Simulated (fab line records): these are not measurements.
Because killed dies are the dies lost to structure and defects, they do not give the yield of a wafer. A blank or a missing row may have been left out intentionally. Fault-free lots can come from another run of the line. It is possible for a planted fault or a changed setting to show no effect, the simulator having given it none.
2 desks, one fault | flow sky130 | each desk holds nothing but its own numbers, with what lay behind them at the end

== AT THE TOOL OWNER'S DESK: litho_track-02 ==
The tool's own readings at SKY_POLY_GATE_DEVELOP_12 (develop time 60 s): means of the sampled wafers that have a number, for each lot that ran on this tool. If a lot's mean is further than 4 standard deviations from the usual mean, the lot is out of limits and carries the mark OUT (the distance appears in the brackets).
Columns: A = developer_temp_C at SKY_POLY_GATE_DEVELOP_12, usual 20.99 C
lot  | first seen here | A
L796 | day 16 20:00    | 21.01
L801 | day 18 12:00    | 20.97
L806 | day 20 13:00    | 20.88
L807 | day 20 23:00    | 20.99
L809 | day 21 16:00    | 21.01
L815 | day 24 00:00    | 18.98 (-18) OUT
L817 | day 24 07:00    | 19.12 (-17) OUT
This desk finds L815, L817 out of limits, L815 being first, at day 24 00:00 (developer_temp_C at SKY_POLY_GATE_DEVELOP_12). L796, L801, L806, L807, L809 stayed within limits.

== METROLOGY DESK ==
Lot by lot, what the gauges showed, no matter which tool ran the lot: averages of those sampled wafers that carry a number. If a lot's mean is further than 4 standard deviations from the usual mean, the lot is out of limits and carries the mark OUT (the distance appears in the brackets).
Columns: A = cd_nm at SKY_METAL1_CD_MEAS_15, usual 140.3 nm
lot  | first seen here | A
L795 | day 32 12:44    | 137.6
L796 | day 33 03:15    | 141.3
L799 | day 34 03:02    | 141.2
L801 | day 34 17:25    | 137.8
L800 | day 35 03:43    | 142.0
L802 | day 35 08:52    | 141.4
L805 | day 36 05:15    | 139.6
L806 | day 36 10:22    | 141.1
L807 | day 36 18:07    | 140.5
L808 | day 36 23:07    | 141.0
L809 | day 37 10:40    | 140.4
L815 | day 39 10:56    | 140.0
L817 | day 39 15:34    | 143.3
Result from this desk: across the 13 lots, nothing is out of limits.

== BROUGHT TOGETHER ==
An alarm could have come from the tool owner's desk at day 24 00:00, on L815, L817.
Nothing out of limits was seen by the metrology desk.
The metrology desk has L815, L817 on record, within its limits.
All the named lots went through SKY_POLY_GATE_DEVELOP_12 on litho_track-02.

== WHAT THE SIMULATOR HAD INSERTED ==
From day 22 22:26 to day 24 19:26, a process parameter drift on litho_track-02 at SKY_POLY_GATE_DEVELOP_12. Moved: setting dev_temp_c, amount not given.
Shown lots that were struck: L815, L817.
How many hours passed from the start of the fault until each desk's first out-of-limits reading: the tool owner's desk, 26.
